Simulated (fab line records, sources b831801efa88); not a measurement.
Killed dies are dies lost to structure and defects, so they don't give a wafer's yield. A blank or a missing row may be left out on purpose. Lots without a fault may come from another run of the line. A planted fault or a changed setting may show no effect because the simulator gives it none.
Chamber matching | flow gf180mcu | GF_CONTACT_CMP_04 on cmp-02: 4 sister chambers
The step polishes SiO2. 8 wafers are shown with their chamber, then 12 later ones without.

WAFERS WITH THEIR CHAMBER
wafer  | chamber | motor_current_A (A) | time_to_endpoint_s (s)
L090.3 | 1       | 13.7                | 108
L090.4 | 2       | 11.5                | 107
L091.3 | 0       | 11.8                | 110
L091.4 | 3       | 11.1                | 101
L091.6 | 1       | 12.7                | 114
L092.3 | 2       | 11.9                | 109
L092.5 | 0       | 12.3                | 117
L092.6 | 3       | 11.4                | 115

WAFERS WITHOUT THEIR CHAMBER
wafer  | motor_current_A (A) | time_to_endpoint_s (s)
L093.2 | 11.8                | 112
L093.5 | 11.3                | 117
L093.6 | 11.4                | 112
L094.1 | 11.4                | 109
L094.4 | 13.0                | 118
L094.5 | 11.9                | 111
L095.4 | 11.5                | 110
L095.5 | 12.2                | 116
L095.6 | 11.2                | 106
L096.1 | 11.8                | 99
L096.3 | 12.9                | 109
L096.6 | 11.5                | 115

WHICH CHAMBER EACH WENT THROUGH
wafer  | from the rows above          | in truth
L093.2 | can't be placed: 0 or 2 or 3 | 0
L093.5 | can't be placed: 3 or 2 or 0 | 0
L093.6 | can't be placed: 3 or 2 or 0 | 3
L094.1 | can't be placed: 3 or 2 or 0 | 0
L094.4 | can't be placed: 1 or 0      | 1
L094.5 | can't be placed: 0 or 2 or 3 | 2
L095.4 | can't be placed: 2 or 3 or 0 | 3
L095.5 | can't be placed: 0 or 2 or 1 | 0
L095.6 | can't be placed: 3 or 2 or 0 | 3
L096.1 | can't be placed: 2 or 3 or 0 | 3
L096.3 | can't be placed: 1 or 0      | 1
L096.6 | can't be placed: 2 or 0 or 3 | 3
Placed correctly: 0 of 12. Can't be placed from these rows: 12 (the true chamber is among the candidates in 12). Placed wrongly: 0.
How it was worked out, from the rows above alone: a wafer's distance from a chamber is the root of the sum, over the readings, of the square of ((its reading less the chamber's mean) divided by the reading's scatter). The wafer belongs to the nearest chamber; if the next one is less than 2 further off, it can't be placed. A chamber's mean is the mean of its shown wafers. The scatter: the root of (the sum of the squares of (reading less its chamber's mean) over the shown wafers, divided by (wafers less chambers)).
